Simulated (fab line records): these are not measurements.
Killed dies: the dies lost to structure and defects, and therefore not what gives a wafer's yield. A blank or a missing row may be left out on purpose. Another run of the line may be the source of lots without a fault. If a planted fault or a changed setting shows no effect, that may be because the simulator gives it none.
Chamber matching ; flow gf180mcu ; cmp-01 running GF_V5_CMP_26: 4 sister chambers
The step polishes, stops on SiO2, t overpolish 15 s, target thk 0 nm. 8 wafers are shown with their chamber, then 10 later ones without.

EACH WAFER AND ITS CHAMBER
wafer;chamber;motor-current-A (A);time-to-endpoint-s (s)
L490.4;3;12.2;87
L490.6;0;11.5;88
L492.3;0;10.9;92
L492.4;3;11.8;88
L494.3;2;9.7;87
L494.5;1;11.7;90
L495.1;1;11.2;90
L495.4;2;9.6;86

WAFERS WITHOUT THEIR CHAMBER
wafer;motor-current-A (A);time-to-endpoint-s (s)
L495.5;12.6;88
L505.1;11.8;91
L505.5;11.4;86
L505.6;10.5;88
L508.4;9.2;76
L508.5;11.1;84
L508.6;11.8;82
L509.1;11.6;87
L509.4;10.7;83
L509.5;11.4;92

THE CHAMBER EACH PASSED THROUGH
wafer;from the rows above;in truth
L495.5;can't be placed: 3 or 1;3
L505.1;can't be placed: 1 or 0 or 3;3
L505.5;can't be placed: 3 or 1 or 0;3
L505.6;can't be placed: 0 or 2 or 1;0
L508.4;2;2
L508.5;can't be placed: 3 or 0 or 1 or 2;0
L508.6;can't be placed: 3 or 1 or 0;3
L509.1;can't be placed: 3 or 1 or 0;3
L509.4;can't be placed: 2 or 0 or 3 or 1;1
L509.5;can't be placed: 1 or 0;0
1 of 10 placed correctly. Can't be placed from these rows: 9 (the true chamber is among the candidates in 9). 0 placed wrongly.
How it was worked out, from the rows above alone: a wafer's distance from a chamber is the root of the sum, over the readings, of the square of ((its reading less the chamber's mean) divided by the reading's scatter). The wafer belongs to the nearest chamber; if the next one is less than 2 further off, it can't be placed. A chamber's mean is the mean of its shown wafers. The scatter: the root of (the sum of the squares of (reading less its chamber's mean) over the shown wafers, divided by (wafers less chambers)).
